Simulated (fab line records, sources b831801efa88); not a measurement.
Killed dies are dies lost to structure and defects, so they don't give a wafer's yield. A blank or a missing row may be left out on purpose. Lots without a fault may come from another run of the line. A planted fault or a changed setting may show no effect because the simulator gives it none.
Problem report in the 8D (eight disciplines) form, filled by code | flow sky130 | the parts of the form that need people (team, actions taken, sign-off) are left out

1. THE PROBLEM
killed_at_M0_to_M3 at SKY_PAD_OPEN_PROBE_99 reads a mean of 94 on 2 wafers of 2 lots; wafers without a fault read 43 with a standard deviation of 7.1. That is +7.2 standard deviations from the usual mean.
First seen on wafer L103.5, day 47 09:31, on prober-01. The record holds 17 wafers of 6 lots with a number at this step. Rule for "out", or "out of limits": more than 4 standard deviations from the usual mean. The other wafers with a number count as sound.

2. WHAT IT IS AND WHAT IT IS NOT
question                    | is                                                                                                                            | is not
which readings at this step | killed_at_M0_to_M3, defect_limited_yield, killed_dies, sort_bin_3_pad_short, sort_bin_5_function, sort_n_pass, sort_yield_pct | killed_at_M4_up, killed_at_contacts, killed_at_front_end, killed_at_other, killed_on_rim, killed_open, killed_short, sort_bin_6_memory
which lots                  | L103, L106                                                                                                                    | L105, L112, L115, L120
which wafers of those lots  | L103.5, L106.5                                                                                                                | L103.1, L103.2, L106.3, L106.6
read on which tools         | prober-01                                                                                                                     | prober-02
when                        | from day 47 09:31                                                                                                             | up to then (2 sound wafers); but 13 sound wafers of L105, L106, L112, L115, L120 came after

3. SUSPECTS, AND WHAT RULES EACH OUT
Counting: a tool at a process step up to the reading stays a suspect if it ran every lot that is out. Sound lots after the first of them don't rule it out here, since some wafers of a struck lot are sound.
- pvd_sputter-02 at SKY_METAL1_SPUTTER_04 (material TiN, target thk 70 nm, time 58.3 s): kept. It ran every lot that is out, first L103 (day 33 18:17).
- rie_diel-01 at SKY_VIA3_ETCH_15 (etches SiO2 in C4F8/O2/Ar, stops on TiN, target depth 507 nm, time 78 s): kept. It ran every lot that is out, first L103 (day 41 11:49).
- rie_diel-04 at SKY_METAL4_ETCH_17 (etches SiO2 in C4F8/O2/Ar, stops on TiN, time 3.9 s, target depth 15 nm): kept. It ran every lot that is out, first L103 (day 43 12:59).
- prober-01 at SKY_PAD_OPEN_PROBE_99: kept. It ran every lot that is out, first L103 (day 47 09:19). Its own readings are out on those wafers: defect_limited_yield, killed_at_M0_to_M3, killed_dies, sort_bin_3_pad_short, sort_bin_5_function, sort_n_pass, sort_yield_pct.
- Within rie_diel-01 at SKY_VIA3_ETCH_15: the wafers that are out ran in chambers 0, 1; their sound lot-mates ran in chambers 2, 3.
Left after counting: pvd_sputter-02 at SKY_METAL1_SPUTTER_04, rie_diel-01 at SKY_VIA3_ETCH_15, rie_diel-04 at SKY_METAL4_ETCH_17, prober-01 at SKY_PAD_OPEN_PROBE_99.

4. THE CAUSE (what the simulator had put in)
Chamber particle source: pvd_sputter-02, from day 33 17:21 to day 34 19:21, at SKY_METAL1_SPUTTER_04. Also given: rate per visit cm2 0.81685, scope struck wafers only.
Counting left 4 suspects, and this tool is among them.

5. THE CHAIN OF EFFECTS, in route order
Each row: a reading whose mean over the struck wafers that have a number lies more than 3 standard deviations from the usual. Only readings for which the record gives a usual standard deviation are gone through. hours: the time from each lot's start at the first step in this table that gives one to its start at this step, as a median over the lots. sigmas: the change in usual standard deviations.
hours | step                  | reading              | usual  | on struck wafers | change | sigmas
0     | SKY_PAD_OPEN_PROBE_99 | defect_limited_yield | 82.3 % | 72.6             | -9.7   | -4.8
0     | SKY_PAD_OPEN_PROBE_99 | killed_at_M0_to_M3   | 43     | 94               | +51    | +7.2
0     | SKY_PAD_OPEN_PROBE_99 | killed_dies          | 87     | 135              | +48    | +4.9
0     | SKY_PAD_OPEN_PROBE_99 | sort_bin_3_pad_short | 0.9 %  | 3.2              | +2.4   | +5.3
0     | SKY_PAD_OPEN_PROBE_99 | sort_bin_5_function  | 10.5 % | 17.9             | +7.4   | +4.6
0     | SKY_PAD_OPEN_PROBE_99 | sort_n_pass          | 405    | 357              | -48    | -4.9
0     | SKY_PAD_OPEN_PROBE_99 | sort_yield_pct       | 82.3 % | 72.6             | -9.7   | -4.8
The process steps in it:
- SKY_PAD_OPEN_PROBE_99

6. WHAT WOULD HAVE CAUGHT IT SOONER
In this record the first reading out of limits was taken at day 47 09:31, 328 hours after the fault began at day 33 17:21.
Of the tool readings at SKY_METAL1_SPUTTER_04 for which the record gives a usual standard deviation, none was out on any struck wafer, so an alarm limit of 4 standard deviations on them would not have fired.
All the lots that are out (2) had begun SKY_METAL1_SPUTTER_04 on pvd_sputter-02 by day 47 09:31. A hold on the tool at that time would have spared none of them.
